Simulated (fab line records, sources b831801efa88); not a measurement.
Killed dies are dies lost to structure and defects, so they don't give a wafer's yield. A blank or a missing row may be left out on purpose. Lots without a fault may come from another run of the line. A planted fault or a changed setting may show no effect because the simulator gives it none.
fab line records | flow sky130
record lots=5 wafers=23
route steps=708 shown FIELD_ISO@2 PWDE@53 NWELL@64 VT_ADJUST_HVTP@89 VT_ADJUST_NCORE@125 VT_ADJUST_HVTR@133
start_h: hours from the record's first day to the start of the lot's first wafer shown | wait_h: hours since the lot's step before | " the same as in the row above | L1.1+2: a row that stands for several wafers | - no value, or no start given | * or withheld: withheld | < > ~ a bound
route shown NAME@n: a module of which the file shows steps, and the number in the route of the first | usual: mean/standard deviation of fault-free wafers | same: alike in all rows | chamber/n: place in a boat | sites: the reading at each site | _std_site: their standard deviation | _edge_site: outer sites' mean less inner sites' | radius_mm: how far each site lies from the wafer's centre | mask NAME#n: copy n | behind: the tool/chamber that last shaped the wafer | hold: why the lot was held/for how many hours/how that ended | device: the transistor (n, p or np) that didn't switch | end of line: the same wafers' tests at the end of the route | a step without rows: its recipe alone | killed: dies lost to structure and defects at the first sort, not the wafer's yield | map: a wafer's dies, x killed, . not, _ none there
set.NAME: the setting as run; set.NAME@STEP: as run at that earlier step | model.NAME: the simulator's own value behind a step, which no gauge read
lots whose settings were changed on purpose; a table a step, a row a wafer
## steps
# step SKY_FIELD_ISO_OXIDATION_01
# recipe temp_c=900 ambient=O2 stabilise_s=600 purge_s=300 target_thk_a=120 ox_time_s=1843
# columns lot.wafer tool chamber start_h wait_h set.temp_c model.SiO2_of_FIELD_ISO_OXIDATION_01.thk_nm
L074.1 - - - 0.1 882.4 9.752
L074.2 " - " " 882.4 9.705
L074.3 " - " " 882.4 9.645
L074.4 " - " " 882.4 9.811
L074.5 " - " " 882.4 9.651
L076.1 - - - 0.3 907 12.92
L076.2+3 " - " " 907 12.63
L076.5 " - " " 907 12.76
L076.6 " - " " 907 13.02
L081.1 - - - 0.1 924.2 15.38
L081.2 " - " " 924.2 15.5
L081.3 " - " " 924.2 15.58
L081.5 " - " " 924.2 15.32
L081.6 " - " " 924.2 15.54
L083.2 - - - 0.3 892.3 11.06
L083.3 " - " " 892.3 11.08
L083.4 " - " " 892.3 10.98
L083.5 " - " " 892.3 11.31
L083.6 " - " " 892.3 11.13
L084.1 furnace-02 0 60.68 0.7 900 11.86
L084.2 " 0 " " 900 12.08
L084.5 " 0 " " 900 12.01
# step SKY_FIELD_ISO_THK_MEAS_02
# recipe reads=SiO2_of_FIELD_ISO_OXIDATION_01
# usual FIELD_ISO_OXIDATION_00_THK=11.93/0.22
# columns lot.wafer tool chamber start_h wait_h set.temp_c@FIELD_ISO_OXIDATION_01 FIELD_ISO_OXIDATION_00_THK[nm]
L074.1 film_metro-01 - - - 882.4 9.77
L074.2 " - " " 882.4 9.74
L074.3 " - " " 882.4 9.65
L074.4 " - " " 882.4 9.77
L074.5 " - " " 882.4 9.63
L076.1 film_metro-03 - - - 907 12.96
L076.2 " - " " 907 12.64
L076.3 " - " " 907 12.56
L076.5 " - " " 907 12.78
L076.6 " - " " 907 13.02
L081.1 film_metro-01 - - - 924.2 15.34
L081.2 " - " " 924.2 15.51
L081.3 " - " " 924.2 15.57
L081.5 " - " " 924.2 15.31
L081.6 " - " " 924.2 15.57
L083.2 film_metro-02 - - - 892.3 11.05
L083.3 " - " " 892.3 11.12
L083.4 " - " " 892.3 10.98
L083.5 " - " " 892.3 11.38
L083.6 " - " " 892.3 11.11
L084.1 film_metro-01 - 62.19 0.0 900 11.89
L084.2 " - " " 900 12.00
L084.5 " - " " 900 12.06
# step SKY_FIELD_ISO_STRIP_16
# recipe chemistry=O2/N2 power_w=1400 pressure_mtorr=1500 platen_temp_c=withheld o2_flow_sccm=3000 n2_flow_sccm=300 overash_fraction=0.5
# usual strip_time_to_endpoint_s=3.54/0.05
# columns lot.wafer tool chamber start_h wait_h set.power_w strip_time_to_endpoint_s
L074.1 plasma_asher-01 0 28.15 0.0 1400 3.55
L074.2 " 1 " " 1400 3.54
L074.3 " 0 " " 1400 3.50
L074.4 " 1 " " 1400 3.56
L074.5 " 0 " " 1400 3.52
L076.1 plasma_asher-04 1 38.80 0.0 1400 3.61
L076.2 " 0 " " 1260 3.87
L076.3 " 1 " " 1260 3.79
L076.5 " 1 " " 1400 3.52
L076.6 " 0 " " 1400 3.63
L081.1 plasma_asher-01 0 66.05 0.0 1257 3.93
L081.2 " 1 " " 1400 3.50
L081.3 " 1 " " 1257 3.86
L081.5 " 1 " " 1257 3.82
L081.6 " 0 " " 1400 3.62
L083.2 plasma_asher-01 1 75.10 0.0 1400 3.52
L083.3 " 1 " " 1400 3.52
L083.4 " 0 " " 1400 3.60
L083.5 " 0 " " 1400 3.52
L083.6 " 1 " " 1400 3.49
L084.1 plasma_asher-03 0 80.60 0.0 1400 3.56
L084.2 " 1 " " 1400 3.64
L084.5 " 1 " " 1400 3.56
# step SKY_PWDE_IMPLANT_08
# recipe species=B energy_kev=150 dose_cm2=3.6e+12 tilt_deg=withheld
# columns lot.wafer tool chamber start_h wait_h set.energy_kev model.implant.rp_nm model.implant.drp_nm
L074.1+2+3+4+5 implanter-04 0 68.60 0.0 150 431.9 97.97
L076.1+3 implanter-03 0 78.21 0.0 143.1 425.8 96.26
L076.2+5+6 " 0 " " 150 441.8 97.97
L081.1+5+6 implanter-04 0 111.50 0.0 150 443.7 97.97
L081.2+3 " 0 " " 158.1 462.5 100.1
L083.2+3+4+5+6 implanter-04 0 118.24 0.0 150 438.6 97.97
L084.1+2+5 implanter-03 0 122.11 0.0 150 432.8 97.97
# step SKY_NWELL_IMPLANT_11
# recipe species=P energy_kev=400 dose_cm2=1.9e+13 tilt_deg=withheld
# columns lot.wafer tool chamber start_h wait_h set.dose_cm2
L074.1+3+4 implanter-04 0 84.56 0.0 1.812e+13
L074.2+5 " 0 " " 1.9e+13
L076.1+2+6 implanter-03 0 95.32 0.0 1.9e+13
L076.3+5 " 0 " " 1.95e+13
L081.1+2+3+5+6 implanter-04 0 130.11 0.0 1.9e+13
L083.2+3+6 implanter-01 0 137.67 0.0 1.83e+13
L083.4+5 " 0 " " 1.9e+13
L084.1+2+5 implanter-01 0 141.71 0.0 1.9e+13
# step SKY_NWELL_SOFTBAKE_19
# recipe temp_c=110 time_s=withheld
# columns lot.wafer tool chamber start_h wait_h set.temp_c model.coat_of_NWELL_COAT_18.thk_nm
L074.1 litho_track-02 0 93.61 0.1 110 3017
L074.2 " 0 " " 110 3010
L074.3 " 0 " " 110 3006
L074.4 " 0 " " 110 3001
L074.5 " 0 " " 110 3007
L076.1 litho_track-04 0 103.73 0.1 110 2999
L076.2 " 0 " " 110 2987
L076.3 " 0 " " 110 2991
L076.5 " 0 " " 110 2995
L076.6 " 0 " " 110 2992
L081.1 litho_track-02 0 139.36 0.1 112.8 2985
L081.2 " 0 " " 112.8 2995
L081.3 " 0 " " 110 3007
L081.5 " 0 " " 110 3015
L081.6 " 0 " " 112.8 2980
L083.2 litho_track-04 0 148.16 0.1 110 2978
L083.3 " 0 " " 112.7 2957
L083.4 " 0 " " 110 2977
L083.5 " 0 " " 112.7 2952
L083.6 " 0 " " 110 2976
L084.1 litho_track-01 0 151.73 0.1 110 2991
L084.2 " 0 " " 110 2998
L084.5 " 0 " " 110 2997
# step SKY_NWELL_DEVELOP_22
# recipe wall_angle_deg=90 developer=TMAH develop_time_s=60 dev_temp_c=23
# columns lot.wafer tool chamber start_h wait_h set.dev_temp_c set.temp_c@NWELL_SOFTBAKE_19 model.coat_of_NWELL_COAT_18.thk_nm
L074.1 litho_track-02 0 - - 23 110 3013
L074.2 " 0 " " 23 110 3005
L074.3 " 0 " " 23 110 3002
L074.4 " 0 " " 21.61 110 2996
L074.5 " 0 " " 21.61 110 3003
L076.1 litho_track-02 0 - - 24.31 110 2995
L076.2 " 0 " " 23 110 2983
L076.3 " 0 " " 24.31 110 2987
L076.5 " 0 " " 23 110 2991
L076.6 " 0 " " 24.31 110 2988
L081.1 litho_track-02 0 - - 23 112.8 2981
L081.2 " 0 " " 20.31 112.8 2990
L081.3 " 0 " " 20.31 110 3002
L081.5 " 0 " " 20.31 110 3010
L081.6 " 0 " " 23 112.8 2976
L083.2 litho_track-04 0 - - 23 110 2974
L083.3 " 0 " " 20.8 112.7 2952
L083.4 " 0 " " 20.8 110 2972
L083.5 " 0 " " 23 112.7 2948
L083.6 " 0 " " 23 110 2972
L084.1 litho_track-04 0 - - 23 110 2987
L084.2 " 0 " " 23 110 2994
L084.5 " 0 " " 23 110 2992
# step SKY_NWELL_IMPLANT_24
# recipe species=B energy_kev=140 dose_cm2=9.047e+12 tilt_deg=withheld
# step SKY_NWELL_STRIP_25
# recipe chemistry=O2/N2 power_w=1400 pressure_mtorr=1500 platen_temp_c=withheld o2_flow_sccm=3000 n2_flow_sccm=300 overash_fraction=0.5
# usual strip_time_to_endpoint_s=36.89/0.13
# columns lot.wafer tool chamber start_h wait_h set.temp_c@NWELL_SOFTBAKE_19 strip_time_to_endpoint_s
L074.1 plasma_asher-02 1 102.05 0.1 110 37.10
L074.2 " 0 " " 110 37.02
L074.3 " 1 " " 110 36.97
L074.4 " 0 " " 110 36.92
L074.5 " 1 " " 110 37.00
L076.1 plasma_asher-03 0 112.60 0.1 110 36.91
L076.2 " 1 " " 110 36.77
L076.3 " 1 " " 110 36.83
L076.5 " 0 " " 110 36.85
L076.6 " 1 " " 110 36.82
L081.1 plasma_asher-03 0 149.60 0.1 112.8 36.75
L081.2 " 1 " " 112.8 36.84
L081.3 " 0 " " 110 37.01
L081.5 " 0 " " 110 37.09
L081.6 " 1 " " 112.8 36.66
L083.2 plasma_asher-02 1 158.16 0.1 110 36.66
L083.3 " 1 " " 112.7 36.40
L083.4 " 0 " " 110 36.62
L083.5 " 1 " " 112.7 36.39
L083.6 " 0 " " 110 36.62
L084.1 plasma_asher-02 1 161.26 0.1 110 36.80
L084.2 " 0 " " 110 36.88
L084.5 " 0 " " 110 36.85
# step SKY_NWELL_CLEAN_27
# recipe chemistry=SC1/SC2 mix=1:4:20 temp_c=70 time_s=150 dry=n2_spin
# step SKY_NWELL_RTA_28
# recipe temp_c=1050 time_s=30 idle_temp_c=650 ramp_up_c_per_s=150 ramp_down_c_per_s=90 ambient=N2
# step SKY_NWELL_RS_MEAS_29
# recipe thk_meas_gauge=four-point-probe
# usual NWELL_RS=625.7/1.4
# columns lot.wafer tool chamber start_h wait_h set.dose_cm2@NWELL_IMPLANT_11 NWELL_RS[ohm/sq]
L074.1 film_metro-01 - 102.36 0.1 1.812e+13 641.1
L074.2 " - " " 1.9e+13 623.4
L074.3 " - " " 1.812e+13 639.4
L074.4 " - " " 1.812e+13 640.1
L074.5 " - " " 1.9e+13 625.0
L076.1 film_metro-04 - 112.91 0.1 1.9e+13 627.1
L076.2 " - " " 1.9e+13 624.2
L076.3 " - " " 1.95e+13 616.3
L076.5 " - " " 1.95e+13 617.4
L076.6 " - " " 1.9e+13 626.3
L081.1 film_metro-04 - 149.91 0.1 1.9e+13 625.0
L081.2 " - " " 1.9e+13 624.4
L081.3 " - " " 1.9e+13 626.4
L081.5 " - " " 1.9e+13 625.2
L081.6 " - " " 1.9e+13 622.5
L083.2 film_metro-01 - 158.49 0.1 1.83e+13 636.2
L083.3 " - " " 1.83e+13 635.7
L083.4 " - " " 1.9e+13 625.0
L083.5 " - " " 1.9e+13 622.6
L083.6 " - " " 1.83e+13 638.5
L084.1 film_metro-04 - 161.58 0.1 1.9e+13 627.4
L084.2 " - " " 1.9e+13 626.7
L084.5 " - " " 1.9e+13 627.5
# step SKY_VT_ADJUST_HVTP_EXPOSE_04
# recipe mask_id=HVTPM na=0.6 source_shape=conventional sigma_outer=0.6 polarization=unpolarized target_cd_nm=380 dose_mj=140
# columns lot.wafer tool chamber start_h wait_h mask set.dose_mj
L074.1+2+3+4+5 iline_stepper-02 0 - - HVTPM#0 140
L076.1+5+6 iline_stepper-02 0 - - HVTPM#0 133.8
L076.2+3 " 0 " " HVTPM#0 140
L081.1+2+5 iline_stepper-02 0 - - HVTPM#0 140
L081.3+6 " 0 " " HVTPM#0 142.9
L083.2+6 iline_stepper-01 0 - - HVTPM#0 144.8
L083.3+4+5 " 0 " " HVTPM#0 140
L084.1+2+5 iline_stepper-01 0 - - HVTPM#0 140
# step SKY_VT_ADJUST_HVTP_PEB_05
# recipe temp_c=withheld time_s=* resist=NOVOLAK
# step SKY_VT_ADJUST_HVTP_DEVELOP_06
# recipe resist=NOVOLAK developer=TMAH develop_time_s=57.77 dev_temp_c=23
# columns lot.wafer tool chamber start_h wait_h set.dose_mj@VT_ADJUST_HVTP_EXPOSE_04 model.VT_ADJUST_HVTP.cd_nm
L074.1 litho_track-01 0 119.28 0.1 140 375.3
L074.2 " 0 " " 140 377.7
L074.3 " 0 " " 140 376.2
L074.4 " 0 " " 140 377.5
L074.5 " 0 " " 140 377.4
L076.1 litho_track-03 0 130.29 0.1 133.8 365.1
L076.2 " 0 " " 140 376.6
L076.3 " 0 " " 140 378.8
L076.5 " 0 " " 133.8 365.5
L076.6 " 0 " " 133.8 367.3
L081.1 litho_track-03 0 169.24 0.1 140 379.2
L081.2 " 0 " " 140 379
L081.3 " 0 " " 142.9 382.7
L081.5 " 0 " " 140 377.5
L081.6 " 0 " " 142.9 383.9
L083.2 litho_track-04 0 177.75 0.1 144.8 389.7
L083.3 " 0 " " 140 379
L083.4 " 0 " " 140 380.2
L083.5 " 0 " " 140 377.1
L083.6 " 0 " " 144.8 391.5
L084.1 litho_track-01 0 180.48 0.1 140 379.8
L084.2 " 0 " " 140 380.1
L084.5 " 0 " " 140 379.7
# step SKY_VT_ADJUST_HVTP_CD_MEAS_07
# recipe target_cd_nm=380
# usual cd_nm=379.8/2.7
# columns lot.wafer tool chamber start_h wait_h set.dose_mj@VT_ADJUST_HVTP_EXPOSE_04 cd_nm
L074.1 cd_sem-02 - 119.43 0.1 140 375.6
L074.2 " - " " 140 377.4
L074.3 " - " " 140 376.0
L074.4 " - " " 140 377.7
L074.5 " - " " 140 377.3
L076.1 cd_sem-02 - 130.44 0.1 133.8 364.9
L076.2 " - " " 140 376.5
L076.3 " - " " 140 378.9
L076.5 " - " " 133.8 366.0
L076.6 " - " " 133.8 367.2
L081.1 cd_sem-02 - 169.55 0.3 140 379.2
L081.2 " - " " 140 379.2
L081.3 " - " " 142.9 382.4
L081.5 " - " " 140 377.2
L081.6 " - " " 142.9 383.6
L083.2 cd_sem-02 - 177.90 0.1 144.8 389.8
L083.3 " - " " 140 379.3
L083.4 " - " " 140 380.0
L083.5 " - " " 140 377.3
L083.6 " - " " 144.8 391.7
L084.1 cd_sem-02 - 180.63 0.1 140 379.8
L084.2 " - " " 140 380.5
L084.5 " - " " 140 379.9
# step SKY_VT_ADJUST_NCORE_DEVELOP_06
# recipe resist=NOVOLAK developer=TMAH develop_time_s=60 dev_temp_c=23
# columns lot.wafer tool chamber start_h wait_h set.develop_time_s
L074.1+5 litho_track-02 0 177.81 0.1 57.2
L074.2+3+4 " 0 " " 60
L076.1+3 litho_track-02 0 188.96 0.1 60
L076.2+5+6 " 0 " " 52.24
L081.1+2+3+5+6 litho_track-04 0 232.03 0.1 60
L083.2+4+6 litho_track-03 0 243.61 0.1 60
L083.3+5 " 0 " " 54.36
L084.1+2+5 litho_track-02 0 246.16 0.1 60
# step SKY_VT_ADJUST_NCORE_CD_MEAS_07
# recipe target_cd_nm=380
# usual cd_nm=380/3.3
# columns lot.wafer tool chamber start_h wait_h set.develop_time_s@VT_ADJUST_NCORE_DEVELOP_06 cd_nm
L074.1 cd_sem-01 - 177.96 0.1 57.2 379
L074.2 " - " " 60 383
L074.3 " - " " 60 381
L074.4 " - " " 60 383
L074.5 " - " " 57.2 376
L076.1 cd_sem-01 - 189.11 0.1 60 387
L076.2 " - " " 52.24 371
L076.3 " - " " 60 389
L076.5 " - " " 52.24 375
L076.6 " - " " 52.24 375
L081.1 cd_sem-02 - 232.18 0.1 60 375
L081.2 " - " " 60 376
L081.3 " - " " 60 375
L081.5 " - " " 60 375
L081.6 " - " " 60 377
L083.2 cd_sem-02 - 243.76 0.1 60 381
L083.3 " - " " 54.36 372
L083.4 " - " " 60 380
L083.5 " - " " 54.36 369
L083.6 " - " " 60 381
L084.1 cd_sem-02 - 246.31 0.1 60 378
L084.2 " - " " 60 377
L084.5 " - " " 60 379
# step SKY_VT_ADJUST_HVTR_COAT_02
# recipe resist=NOVOLAK spin_rpm=3000 resist_thk_nm=1140
# columns lot.wafer tool chamber start_h wait_h set.spin_rpm model.NOVOLAK_of_VT_ADJUST_HVTR_COAT_02.thk_nm
L074.1 litho_track-04 0 188.38 0.1 3000 1142
L074.2 " 0 " " 3066 1130
L074.3 " 0 " " 3000 1139
L074.4 " 0 " " 3000 1141
L074.5 " 0 " " 3066 1128
L076.1 litho_track-04 0 199.53 0.1 3195 1104
L076.2 " 0 " " 3000 1137
L076.3 " 0 " " 3195 1098
L076.5 " 0 " " 3000 1135
L076.6 " 0 " " 3195 1102
L081.1 litho_track-02 0 243.91 0.1 3000 1144
L081.2 " 0 " " 3101 1123
L081.3 " 0 " " 3000 1145
L081.5 " 0 " " 3101 1125
L081.6 " 0 " " 3000 1143
L083.2 litho_track-04 0 255.80 0.1 3000 1142
L083.3 " 0 " " 3092 1128
L083.4 " 0 " " 3092 1126
L083.5 " 0 " " 3000 1138
L083.6 " 0 " " 3000 1145
L084.1 litho_track-02 0 257.11 0.1 3000 1145
L084.2+5 " 0 " " 3000 1143
# step SKY_VT_ADJUST_HVTR_SOFTBAKE_03
# recipe temp_c=89.09 time_s=60 resist=NOVOLAK
# step SKY_VT_ADJUST_HVTR_EXPOSE_04
# recipe mask_id=HVTRM target_cd_nm=380 na=0.6 source_shape=conventional sigma_outer=0.6 dose_mj=153.2
# step SKY_VT_ADJUST_HVTR_PEB_05
# recipe temp_c=withheld time_s=* resist=NOVOLAK
# step SKY_VT_ADJUST_HVTR_DEVELOP_06
# recipe develop_time_s=60 dev_temp_c=23
# columns lot.wafer tool chamber start_h wait_h set.spin_rpm@VT_ADJUST_HVTR_COAT_02 model.NOVOLAK_of_VT_ADJUST_HVTR_COAT_02.thk_nm
L074.1 litho_track-04 0 199.08 0.1 3000 1144
L074.2 " 0 " " 3066 1133
L074.3 " 0 " " 3000 1142
L074.4 " 0 " " 3000 1143
L074.5 " 0 " " 3066 1130
L076.1 litho_track-02 0 209.61 0.1 3195 1106
L076.2 " 0 " " 3000 1139
L076.3 " 0 " " 3195 1101
L076.5 " 0 " " 3000 1138
L076.6 " 0 " " 3195 1104
L081.1+6 litho_track-01 0 255.63 0.1 3000 1146
L081.2 " 0 " " 3101 1125
L081.3 " 0 " " 3000 1147
L081.5 " 0 " " 3101 1128
L083.2 litho_track-01 0 266.20 0.1 3000 1144
L083.3 " 0 " " 3092 1130
L083.4 " 0 " " 3092 1128
L083.5 " 0 " " 3000 1140
L083.6 " 0 " " 3000 1147
L084.1 litho_track-04 0 267.73 0.1 3000 1148
L084.2 " 0 " " 3000 1145
L084.5 " 0 " " 3000 1146
# step SKY_VT_ADJUST_HVTR_IMPLANT_09
# recipe species=B energy_kev=10 dose_cm2=2.1e+12 tilt_deg=withheld
# columns lot.wafer tool chamber start_h wait_h set.dose_cm2
L074.1+3+5 implanter-01 0 199.38 0.0 2.178e+12
L074.2+4 " 0 " " 2.1e+12
L076.1+2+3 implanter-01 0 209.95 0.0 2.1e+12
L076.5+6 " 0 " " 1.994e+12
L081.1+5+6 implanter-01 0 255.94 0.0 2.04e+12
L081.2+3 " 0 " " 2.1e+12
L083.2+5 implanter-04 0 266.51 0.0 2.1e+12
L083.3+4+6 " 0 " " 2.013e+12
L084.1+2+5 implanter-01 0 268.03 0.0 2.1e+12
# step SKY_VT_ADJUST_HVTR_STRIP_10
# recipe chemistry=O2/N2 power_w=1400 pressure_mtorr=1500 platen_temp_c=withheld o2_flow_sccm=3000 n2_flow_sccm=300 overash_fraction=0.5
# usual strip_time_to_endpoint_s=14.23/0.04
# columns lot.wafer tool chamber start_h wait_h set.spin_rpm@VT_ADJUST_HVTR_COAT_02 strip_time_to_endpoint_s
L074.1 plasma_asher-01 1 199.53 0.1 3000 14.24
L074.2 " 0 " " 3066 14.09
L074.3 " 0 " " 3000 14.18
L074.4 " 1 " " 3000 14.23
L074.5 " 1 " " 3066 14.07
L076.1 plasma_asher-01 1 210.10 0.1 3195 13.80
L076.2 " 0 " " 3000 14.17
L076.3 " 1 " " 3195 13.73
L076.5 " 0 " " 3000 14.15
L076.6 " 1 " " 3195 13.77
L081.1 plasma_asher-03 1 256.09 0.1 3000 14.25
L081.2 " 0 " " 3101 14.00
L081.3 " 1 " " 3000 14.28
L081.5 " 1 " " 3101 14.03
L081.6 " 0 " " 3000 14.24
L083.2 plasma_asher-01 1 266.64 0.1 3000 14.23
L083.3 " 1 " " 3092 14.05
L083.4 " 0 " " 3092 14.04
L083.5 " 1 " " 3000 14.18
L083.6 " 0 " " 3000 14.26
L084.1 plasma_asher-01 1 268.18 0.1 3000 14.26
L084.2 " 0 " " 3000 14.25
L084.5 " 1 " " 3000 14.26
# step SKY_VT_ADJUST_HVTR_TW_MEAS_11
# usual VT_ADJUST_HVTR_TW=211.3/1.1
# columns lot.wafer tool chamber start_h wait_h set.dose_cm2@VT_ADJUST_HVTR_IMPLANT_09 VT_ADJUST_HVTR_TW
L074.1 film_metro-04 - 199.63 0.1 2.178e+12 211.2
L074.2 " - " " 2.1e+12 209.7
L074.3 " - " " 2.178e+12 211.4
L074.4 " - " " 2.1e+12 210.3
L074.5 " - " " 2.178e+12 210.9
L076.1 film_metro-04 - 210.20 0.1 2.1e+12 208.9
L076.2 " - " " 2.1e+12 209.3
L076.3 " - " " 2.1e+12 209.1
L076.5 " - " " 1.994e+12 206.9
L076.6 " - " " 1.994e+12 206.6
L081.1 film_metro-01 - 256.19 0.1 2.04e+12 210.3
L081.2 " - " " 2.1e+12 212.2
L081.3 " - " " 2.1e+12 212.3
L081.5 " - " " 2.04e+12 210.5
L081.6 " - " " 2.04e+12 210.4
L083.2 film_metro-04 - 266.75 0.1 2.1e+12 211.7
L083.3 " - " " 2.013e+12 209.6
L083.4 " - " " 2.013e+12 209.5
L083.5 " - " " 2.1e+12 212.0
L083.6 " - " " 2.013e+12 208.5
L084.1 film_metro-04 - 268.28 0.1 2.1e+12 212.0
L084.2 " - " " 2.1e+12 212.0
L084.5 " - " " 2.1e+12 212.1
## key
split step=SKY_FIELD_ISO_OXIDATION_01 setting=temp_c stated=900 by=lot
response step=SKY_FIELD_ISO_OXIDATION_01 reading=model.SiO2_of_FIELD_ISO_OXIDATION_01.thk_nm change=+1.22 per=1% r=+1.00
response step=SKY_FIELD_ISO_THK_MEAS_02 reading=FIELD_ISO_OXIDATION_00_THK change=+1.22 per=1% r=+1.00
split step=SKY_FIELD_ISO_STRIP_16 setting=power_w stated=1400 by=wafer
response step=SKY_FIELD_ISO_STRIP_16 reading=strip_time_to_endpoint_s change=* per=1% r=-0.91
split step=SKY_PWDE_IMPLANT_08 setting=energy_kev stated=150 by=wafer
response step=SKY_PWDE_IMPLANT_08 reading=model.implant.rp_nm change=+3.48 per=1% r=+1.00
response step=SKY_PWDE_IMPLANT_08 reading=model.implant.drp_nm change=+0.39 per=1% r=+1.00
split step=SKY_NWELL_IMPLANT_11 setting=dose_cm2 stated=1.9e+13 by=wafer
response step=SKY_NWELL_RS_MEAS_29 reading=NWELL_RS change=-3.47 per=1% r=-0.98
split step=SKY_NWELL_SOFTBAKE_19 setting=temp_c stated=110 by=wafer
response step=SKY_NWELL_SOFTBAKE_19 reading=model.coat_of_NWELL_COAT_18.thk_nm change=-9.38 per=1% r=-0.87
response step=SKY_NWELL_DEVELOP_22 reading=model.coat_of_NWELL_COAT_18.thk_nm change=-9.31 per=1% r=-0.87
response step=SKY_NWELL_STRIP_25 reading=strip_time_to_endpoint_s change=* per=1% r=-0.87
split step=SKY_NWELL_DEVELOP_22 setting=dev_temp_c stated=23 by=wafer
response none clear
split step=SKY_VT_ADJUST_HVTP_EXPOSE_04 setting=dose_mj stated=140 by=wafer
response step=SKY_VT_ADJUST_HVTP_DEVELOP_06 reading=model.VT_ADJUST_HVTP.cd_nm change=+2.87 per=1% r=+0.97
response step=SKY_VT_ADJUST_HVTP_CD_MEAS_07 reading=cd_nm change=+2.84 per=1% r=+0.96
split step=SKY_VT_ADJUST_NCORE_DEVELOP_06 setting=develop_time_s stated=60 by=wafer
response step=SKY_VT_ADJUST_NCORE_CD_MEAS_07 reading=cd_nm change=+1.1 per=1% r=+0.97
split step=SKY_VT_ADJUST_HVTR_COAT_02 setting=spin_rpm stated=3000 by=wafer
response step=SKY_VT_ADJUST_HVTR_COAT_02 reading=model.NOVOLAK_of_VT_ADJUST_HVTR_COAT_02.thk_nm change=-5.35 per=1% r=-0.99
response step=SKY_VT_ADJUST_HVTR_DEVELOP_06 reading=model.NOVOLAK_of_VT_ADJUST_HVTR_COAT_02.thk_nm change=-5.36 per=1% r=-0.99
response step=SKY_VT_ADJUST_HVTR_STRIP_10 reading=strip_time_to_endpoint_s change=* per=1% r=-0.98
split step=SKY_VT_ADJUST_HVTR_IMPLANT_09 setting=dose_cm2 stated=2.1e+12 by=wafer
response step=SKY_VT_ADJUST_HVTR_TW_MEAS_11 reading=VT_ADJUST_HVTR_TW change=+0.498 per=1% r=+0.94
